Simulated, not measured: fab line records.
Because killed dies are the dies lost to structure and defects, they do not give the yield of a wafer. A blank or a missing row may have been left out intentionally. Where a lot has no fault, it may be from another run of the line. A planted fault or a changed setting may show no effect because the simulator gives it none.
Struck lot and sound lot, side by side -- flow sfq_line -- 14 out of 325 route steps
Sound: these wafers, L200.1, L200.4, L200.5. Struck: wafer L196.5 (left out: L196.3, L196.6 of the same lot, which were not struck); the cause appears at the end.
At each step with rows: each side's tool, then ch and its chambers, then its first start. Under that, the readings that differ: sound wafers -- struck wafers -- difference of the means -- sigmas: that difference in standard deviations of wafers without a fault.
alike: a reading whose means differ by less than 2 such deviations, as well as words and numbers matching on both sides. not compared: withheld readings; readings where some wafer has no value; bounds like >300 that might hide an equal value; numbers whose values overlap and for which the record gives no deviation.
A row with sigmas, a row that says differs or no value, or rows on one side alone: a step with any of these is where the two part. Numbers that have no deviation but don't overlap get no sigmas and don't part them. A reading that every wafer of one side lacks parts them only if that side has two wafers or more.

first, 6 steps without rows for these wafers: SFQ_TRILAYER_M6_LITHO_COAT_164 (resist thk 62 nm); SFQ_TRILAYER_M6_LITHO_COAT_159 (resist thk 600 nm); SFQ_TRILAYER_M6_LITHO_SOFTBAKE_163; SFQ_TRILAYER_M6_LITHO_EXPOSE_160 (exposes mask M6, target cd 500 nm); SFQ_TRILAYER_M6_LITHO_PEB_162 (peb time 60 s); SFQ_TRILAYER_M6_LITHO_DEVELOP_161 (time 60 s).
SFQ_M6_OVL_MEAS_940:
  sound on overlay-02, day 74 23:50; struck on overlay-02, day 73 06:59
  alike: M6_OVL
SFQ_TRILAYER_M6_BARC_OPEN_METAL_ETCH_206: etches BARC in O2, target depth 125 nm, time 41.7 s.
  sound on rie_metal-01 ch 0,1, day 74 23:53; struck on rie_metal-01 ch 0, day 73 07:02
  alike: drypump_motor_current_A, oes_product_au
  not compared: rf_hours_counter_h
SFQ_TRILAYER_M6_ETCH_METAL_ETCH_162: etches Nb in Cl2/Ar, stops on SiO2, target depth 240 nm, time 120 s.
  sound on rie_metal-01 ch 0,1, day 74 23:56; struck on rie_metal-01 ch 0, day 73 07:07
  alike: drypump_motor_current_A, oes_product_au
  not compared: rf_hours_counter_h
SFQ_TRILAYER_M6_STRIP_STRIP_163: strips in O2.
  sound on rie_metal-01 ch 0,1, day 75 00:04; struck on rie_metal-01 ch 0, day 73 07:23
  alike: drypump_motor_current_A, oes_product_au
  not compared: rf_hours_counter_h
then, 1 step without rows for these wafers: SFQ_TRILAYER_M6_STRIP_SOLV_CLEAN_164 (cleans in NMP, time 600 s).
SFQ_TRILAYER_I6_DEP_PECVD_165: deposits SiO2 from SiH4/N2O, time 111.11 s, target thk 500 nm.
  sound on pecvd-02 ch 0,1, day 75 00:50; struck on pecvd-01 ch 1, day 73 07:58
reading,sound,struck,difference,sigmas
run_length_s (s),137.7 137.7 139.3,132.3,-5.9,-13
model.SiO2_of_TRILAYER_I6_DEP_PECVD_165.thk_nm (nm),501.3 512.4 507.3,478.8,-28.2,
  alike: heater_power_w, throttle_valve_pct
  not compared: since_wet_clean_h
SFQ_TRILAYER_I6_CMP_CMP_166: polishes SiO2.
  sound on cmp-01 ch 0,2, day 75 02:38; struck on cmp-02 ch 3, day 73 17:14
reading,sound,struck,difference,sigmas
motor_current_A (A),11.7 9.2 11.4,8.3,-2.5,-2
time_to_endpoint_s (s),212 223 218,188,-30,-4
SFQ_I6_BOW_MEAS_941:
  sound on film_metro-04, day 75 05:38; struck on film_metro-04, day 73 18:16
  alike: I6_BOW

== WHERE THEY PART ==
Last at SFQ_TRILAYER_I6_CMP_CMP_166 as far as this record goes, first at SFQ_TRILAYER_I6_DEP_PECVD_165. Later steps at which nothing parts them and some readings are alike: SFQ_I6_BOW_MEAS_941.

WHY: what the simulator had put in
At SFQ_TRILAYER_I6_DEP_PECVD_165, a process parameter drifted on pecvd-01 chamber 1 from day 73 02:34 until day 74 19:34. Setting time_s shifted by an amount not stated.
